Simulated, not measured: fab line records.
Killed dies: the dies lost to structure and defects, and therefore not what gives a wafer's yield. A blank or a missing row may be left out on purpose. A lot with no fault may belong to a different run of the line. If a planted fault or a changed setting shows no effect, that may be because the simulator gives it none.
Check for tools in common + flow gf180mcu + Sample size 12 lots and 42 wafers

WHY IT WAS OPENED
At GF_M1_CD_MEAS_14 the reading cd-nm is flagged on 2 of 12 lots. Fault-free wafers read 230.0 nm, with a standard deviation of 1.3.
Rule: flag the lot when none of its wafers has a number, or when each of its wafers that has one lies beyond 4 standard deviations from that mean. The other lots count as sound.

| lot  | measured     | on        | cd-nm (nm), wafer by wafer          | flag    |
|------|--------------|-----------|-------------------------------------|---------|
| L409 | day 17 01:09 | cd-sem-02 | 229.2 228.3 228.3                   |         |
| L411 | day 18 11:01 | cd-sem-02 | 228.4 228.8 229.0                   |         |
| L412 | day 18 11:58 | cd-sem-01 | 230.2 230.5 229.9                   |         |
| L414 | day 19 07:13 | cd-sem-02 | 229.0 229.9 228.9                   |         |
| L416 | day 20 07:44 | cd-sem-02 | 230.5 231.2 230.5                   |         |
| L420 | day 21 08:19 | cd-sem-02 | 218.6 219.0 218.8 218.6 219.1 218.3 | FLAGGED |
| L423 | day 22 10:49 | cd-sem-01 | 220.6 222.4 221.6 221.1 222.3 221.1 | FLAGGED |
| L425 | day 23 00:36 | cd-sem-01 | 232.6 233.5 231.3                   |         |
| L428 | day 23 17:47 | cd-sem-01 | 230.5 231.0 230.8                   |         |
| L430 | day 24 11:59 | cd-sem-02 | 229.2 230.3 229.3                   |         |
| L431 | day 24 19:07 | cd-sem-01 | 230.1 230.9 229.8                   |         |
| L432 | day 25 06:23 | cd-sem-01 | 231.8 231.7 231.1                   |         |
The numbers of the flagged lots are 220.1 nm on average: -9.9 nm against the usual, or -8 standard deviations.

WHICH TOOL RAN EACH LOT
Before the reading, the record contains 2 process steps out of a 602-step route. Every cell lists first the tool, next ch and the chambers used by the sampled wafers, and last the start.
| lot  | flag    | GF_M1_SPUTTER_03             | GF_M1_SOFTBAKE_10                 |
|------|---------|------------------------------|-----------------------------------|
| L409 |         | pvd-sputter-03, day 16 02:38 | litho-track-04 ch 0, day 16 13:39 |
| L411 |         | pvd-sputter-01, day 17 11:44 | litho-track-02 ch 0, day 17 23:53 |
| L412 |         | pvd-sputter-03, day 17 12:49 | litho-track-04 ch 0, day 18 00:38 |
| L414 |         | pvd-sputter-04, day 18 06:38 | litho-track-03 ch 0, day 18 18:59 |
| L416 |         | pvd-sputter-03, day 19 06:39 | litho-track-02 ch 0, day 19 19:05 |
| L420 | FLAGGED | pvd-sputter-01, day 20 08:11 | litho-track-02 ch 0, day 20 19:55 |
| L423 | FLAGGED | pvd-sputter-01, day 21 11:01 | litho-track-02 ch 0, day 21 22:35 |
| L425 |         | pvd-sputter-03, day 22 02:01 | litho-track-03 ch 0, day 22 13:31 |
| L428 |         | pvd-sputter-03, day 22 18:30 | litho-track-03 ch 0, day 23 06:50 |
| L430 |         | pvd-sputter-01, day 23 13:37 | litho-track-04 ch 0, day 24 00:48 |
| L431 |         | pvd-sputter-03, day 23 20:34 | litho-track-04 ch 0, day 24 08:29 |
| L432 |         | pvd-sputter-03, day 24 09:13 | litho-track-03 ch 0, day 24 19:37 |
These steps, and what they do:
- GF_M1_SPUTTER_03: material Ti, target thk 10 nm, time 6.7 s.
- GF_M1_SOFTBAKE_10: time 60 s.
- GF_M1_CD_MEAS_14: target cd 230 nm.

FLAGGED AGAINST TOTAL, ONE TOOL AT A TIME (gauges that did the reading follow at the end)
| step              | tool           | lots run | flagged | share of the flagged lots | sound lots run after its first flagged lot |
|-------------------|----------------|----------|---------|---------------------------|--------------------------------------------|
| GF_M1_SPUTTER_03  | pvd-sputter-01 | 4        | 2       | all                       | 1 (L430)                                   |
| GF_M1_SPUTTER_03  | pvd-sputter-03 | 7        | 0       | none                      | -                                          |
| GF_M1_SPUTTER_03  | pvd-sputter-04 | 1        | 0       | none                      | -                                          |
| GF_M1_SOFTBAKE_10 | litho-track-02 | 4        | 2       | all                       | 0                                          |
| GF_M1_SOFTBAKE_10 | litho-track-03 | 4        | 0       | none                      | -                                          |
| GF_M1_SOFTBAKE_10 | litho-track-04 | 4        | 0       | none                      | -                                          |
| GF_M1_CD_MEAS_14  | cd-sem-01      | 6        | 1       | some                      | 4 (L425,L428,L431,L432)                    |
| GF_M1_CD_MEAS_14  | cd-sem-02      | 6        | 1       | some                      | 1 (L430)                                   |

WHAT THE TABLE PERMITS
Rows of the table that ran all the flagged lots, 2 in number: pvd-sputter-01 at GF_M1_SPUTTER_03; litho-track-02 at GF_M1_SOFTBAKE_10.
- pvd-sputter-01 at GF_M1_SPUTTER_03: 2 of its 4 lots flagged. Sound lots ran on it after the first flagged one (L430), which a lasting fault on the whole tool wouldn't allow.
- litho-track-02 at GF_M1_SOFTBAKE_10: 2 of its 4 lots flagged. It ran its last sound lot, L416, at day 19 19:05 and its first flagged lot, L420, at day 20 19:55: a fault with its onset between the two fits. Its own readings lie more than 4 standard deviations out on every wafer of the flagged lots: heater-power-total-W, plate-temp-C.
What remains is a single tool, litho-track-02 at GF_M1_SOFTBAKE_10.

WHAT HAD BEEN PUT IN BY THE SIMULATOR
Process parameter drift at GF_M1_SOFTBAKE_10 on litho-track-02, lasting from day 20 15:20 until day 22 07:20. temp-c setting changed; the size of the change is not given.
Shown lots that were struck: L420, L423. The rule above found the same.
